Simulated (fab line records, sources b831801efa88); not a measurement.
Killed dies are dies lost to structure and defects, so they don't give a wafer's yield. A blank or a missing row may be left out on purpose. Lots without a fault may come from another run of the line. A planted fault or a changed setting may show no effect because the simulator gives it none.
Tool commonality check | flow sky130 | 11 lots, 33 wafers sampled

WHY IT WAS OPENED
At SKY_SD_P_TW_MEAS_11 the reading SD_P_TW is flagged on 1 of 11 lots. Wafers without a fault read 2829, standard deviation 32.
Rule: a lot is flagged when every wafer of it that has a number lies more than 4 standard deviations from that mean, or none has a number. The other lots count as sound.

lot  | measured     | on            | SD_P_TW, wafer by wafer | flag
L391 | day 25 10:01 | film_metro-04 | 2860 2863 2871          |
L392 | day 25 17:43 | film_metro-01 | 2841 2860 2850          |
L394 | day 26 10:27 | film_metro-03 | 2801 2791 2784          |
L397 | day 27 22:15 | film_metro-04 | 31 30 30                | FLAGGED
L403 | day 29 20:58 | film_metro-03 | 2818 2808 2809          |
L405 | day 30 05:27 | film_metro-03 | 2789 2816 2800          |
L406 | day 30 13:40 | film_metro-03 | 2799 2797 2789          |
L408 | day 31 06:10 | film_metro-03 | 2782 2780 2788          |
L411 | day 32 06:27 | film_metro-03 | 2797 2800 2808          |
L410 | day 32 06:55 | film_metro-04 | 2843 2874 2857          |
L413 | day 33 05:48 | film_metro-01 | 2844 2867 2859          |
The numbers of the flagged lots are 30 on average: -2799 against the usual, or -87 standard deviations.

WHICH TOOL RAN EACH LOT
The record holds 2 process steps before the reading, out of a route of 708 steps. In each cell: the tool, then ch and the chambers that the sampled wafers went through, then the start.
lot  | flag    | SKY_POLY_CUT_ETCH_10               | SKY_SD_P_EXPOSE_04
L391 |         | rie_diel-02 ch 0,3, day 24 04:11   | iline_stepper-02 ch 0, day 24 19:05
L392 |         | rie_diel-04 ch 0,1, day 24 11:54   | iline_stepper-01 ch 0, day 25 03:02
L394 |         | rie_diel-02 ch 2,3, day 25 04:42   | iline_stepper-01 ch 0, day 25 19:26
L397 | FLAGGED | rie_diel-01 ch 1,2, day 26 16:39   | iline_stepper-02 ch 0, day 27 07:10
L403 |         | rie_diel-02 ch 1,2,3, day 28 15:58 | iline_stepper-02 ch 0, day 29 06:43
L405 |         | rie_diel-02 ch 1,2,3, day 29 00:41 | iline_stepper-02 ch 0, day 29 14:42
L406 |         | rie_diel-01 ch 0,3, day 29 09:32   | iline_stepper-01 ch 0, day 30 00:01
L408 |         | rie_diel-04 ch 1,3, day 30 01:30   | iline_stepper-02 ch 0, day 30 15:35
L411 |         | rie_diel-02 ch 2,3, day 31 02:29   | iline_stepper-01 ch 0, day 31 17:10
L410 |         | rie_diel-04 ch 0,3, day 31 02:50   | iline_stepper-02 ch 0, day 31 17:26
L413 |         | rie_diel-02 ch 0,1,2, day 32 02:08 | iline_stepper-01 ch 0, day 32 15:45
What these steps do:
- SKY_POLY_CUT_ETCH_10: etches BARC in N2/H2, stops on SiO2, time 45.9 s, target depth 60 nm.
- SKY_SD_P_EXPOSE_04: exposes mask PSDM, target cd 380 nm.
- SKY_SD_P_TW_MEAS_11

FLAGGED OVER TOTAL, TOOL BY TOOL (the gauges that took the reading come last)
step                 | tool             | lots run | flagged | share of the flagged lots | sound lots run after its first flagged lot
SKY_POLY_CUT_ETCH_10 | rie_diel-01      | 2        | 1       | all                       | 1 (L406)
SKY_POLY_CUT_ETCH_10 | rie_diel-02      | 6        | 0       | none                      | -
SKY_POLY_CUT_ETCH_10 | rie_diel-04      | 3        | 0       | none                      | -
SKY_SD_P_EXPOSE_04   | iline_stepper-01 | 5        | 0       | none                      | -
SKY_SD_P_EXPOSE_04   | iline_stepper-02 | 6        | 1       | all                       | 4 (L403,L405,L408,L410)
SKY_SD_P_TW_MEAS_11  | film_metro-01    | 2        | 0       | none                      | -
SKY_SD_P_TW_MEAS_11  | film_metro-03    | 6        | 0       | none                      | -
SKY_SD_P_TW_MEAS_11  | film_metro-04    | 3        | 1       | all                       | 1 (L410)

WHAT THE TABLE ALLOWS
3 rows of the table ran every flagged lot: rie_diel-01 at SKY_POLY_CUT_ETCH_10, iline_stepper-02 at SKY_SD_P_EXPOSE_04, film_metro-04 at SKY_SD_P_TW_MEAS_11.
- rie_diel-01 at SKY_POLY_CUT_ETCH_10: 1 of its 2 lots flagged. Sound lots ran on it after the first flagged one (L406), which a lasting fault on the whole tool wouldn't allow.
- iline_stepper-02 at SKY_SD_P_EXPOSE_04: 1 of its 6 lots flagged. Sound lots ran on it after the first flagged one (L403, L405, L408, L410), which a lasting fault on the whole tool wouldn't allow.
- film_metro-04 at SKY_SD_P_TW_MEAS_11: 1 of its 3 lots flagged. Sound lots ran on it after the first flagged one (L410), which a lasting fault on the whole tool wouldn't allow.
No row of the table ran every flagged lot and no sound lot after the first.

WHAT THE SIMULATOR HAD PUT IN
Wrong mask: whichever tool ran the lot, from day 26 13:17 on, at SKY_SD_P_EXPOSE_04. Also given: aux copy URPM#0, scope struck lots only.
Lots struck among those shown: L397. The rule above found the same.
